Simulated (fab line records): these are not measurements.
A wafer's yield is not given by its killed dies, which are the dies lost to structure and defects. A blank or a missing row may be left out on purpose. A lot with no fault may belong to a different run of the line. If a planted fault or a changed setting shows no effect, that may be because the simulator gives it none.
Which tool did it? + flow gf180mcu + 14 lots, 42 wafers sampled, at 2 steps of a route of 602

WHAT EACH GAUGE READ, for each wafer
GF_V3_THK_MEAS_25: measures by xrf.
| lot  | measured     | on            | V3_W_THK (nm) |
|------|--------------|---------------|---------------|
| L205 | day 22 15:05 | film_metro-03 | 371 374 374   |
| L206 | day 23 00:14 | film_metro-03 | 362 365 363   |
| L208 | day 23 13:30 | film_metro-04 | 358 356 360   |
| L209 | day 23 20:17 | film_metro-04 | 360 356 358   |
| L210 | day 24 03:10 | film_metro-01 | 368 364 369   |
| L212 | day 24 23:19 | film_metro-04 | 364 364 361   |
| L214 | day 25 14:14 | film_metro-03 | 364 361 369   |
| L218 | day 26 19:08 | film_metro-04 | 366 366 367   |
| L219 | day 27 03:39 | film_metro-03 | 363 365 367   |
| L223 | day 28 05:41 | film_metro-01 | 371 368 370   |
| L224 | day 28 19:40 | film_metro-04 | 360 360 356   |
| L225 | day 28 21:35 | film_metro-03 | 369 364 365   |
| L226 | day 29 06:04 | film_metro-04 | 370 373 368   |
| L227 | day 29 08:17 | film_metro-03 | 362 368 364   |

WHICH TOOL RAN EACH LOT (tool, then ch and the chambers of the sampled wafers, then the start)
| lot  | GF_V3_CMP_04                  |
|------|-------------------------------|
| L205 | cmp-02 ch 0,1,2, day 21 14:41 |
| L206 | cmp-01 ch 1,2,3, day 21 23:43 |
| L208 | cmp-02 ch 1,3, day 22 13:08   |
| L209 | cmp-02 ch 0,1,3, day 22 19:47 |
| L210 | cmp-01 ch 1,2,3, day 23 03:34 |
| L212 | cmp-02 ch 0,1,2, day 24 00:03 |
| L214 | cmp-02 ch 1,2,3, day 24 15:14 |
| L218 | cmp-01 ch 1,2, day 25 20:10   |
| L219 | cmp-01 ch 1,2,3, day 26 05:40 |
| L223 | cmp-02 ch 2,3, day 27 08:00   |
| L224 | cmp-01 ch 1,3, day 27 22:26   |
| L225 | cmp-02 ch 0,2,3, day 28 00:41 |
| L226 | cmp-02 ch 0,1,3, day 28 09:16 |
| L227 | cmp-01 ch 0,1,2, day 28 11:38 |
- GF_V3_CMP_04: polishes SiO2.

WHAT THE TOOLS THEMSELVES READ (means of the sampled wafers that have a number; where no wafer has one, the mark that the record gives instead)
GF_V3_CMP_04.
| lot  | tool   | motor_current_A (A) | time_to_endpoint_s (s) |
|------|--------|---------------------|------------------------|
| L205 | cmp-02 | 12.3                | 79                     |
| L206 | cmp-01 | 11.5                | 84                     |
| L208 | cmp-02 | 11.7                | 85                     |
| L209 | cmp-02 | 11.4                | 87                     |
| L210 | cmp-01 | 12.0                | 79                     |
| L212 | cmp-02 | 11.5                | 79                     |
| L214 | cmp-02 | 12.0                | 82                     |
| L218 | cmp-01 | 12.9                | 79                     |
| L219 | cmp-01 | 11.8                | 73                     |
| L223 | cmp-02 | 12.3                | 80                     |
| L224 | cmp-01 | 11.6                | 73                     |
| L225 | cmp-02 | 12.0                | 88                     |
| L226 | cmp-02 | 11.2                | 80                     |
| L227 | cmp-01 | 11.8                | 79                     |

THE ANSWER, worked out from the rows above alone
Rule: usual is defined by the lots themselves. The widest of any qualifying gaps counts: lots, ordered by their means at a reading, are off when they make up no more than a third of the lots, leave a main group of 4 or more, and stand apart from it by 3 or more times the standard deviation of that group's means. A main group whose means are all the same, to the digits that the tables above print for the reading, isn't used. Also off: a lot with no number at a reading for which 4 or more lots have one. Where the step has rows for the other lots, those lots are counted as sound. The gauges are gone through in route order, then the tools' own readings, and for those a lot's mean is taken as printed above. At the first step where some lot is off, the reading lying furthest off is the one used; lots without a number count as furthest.
No lot is off on any of the readings shown, so nothing can be concluded from this.

WHAT THE SIMULATOR PUT IN
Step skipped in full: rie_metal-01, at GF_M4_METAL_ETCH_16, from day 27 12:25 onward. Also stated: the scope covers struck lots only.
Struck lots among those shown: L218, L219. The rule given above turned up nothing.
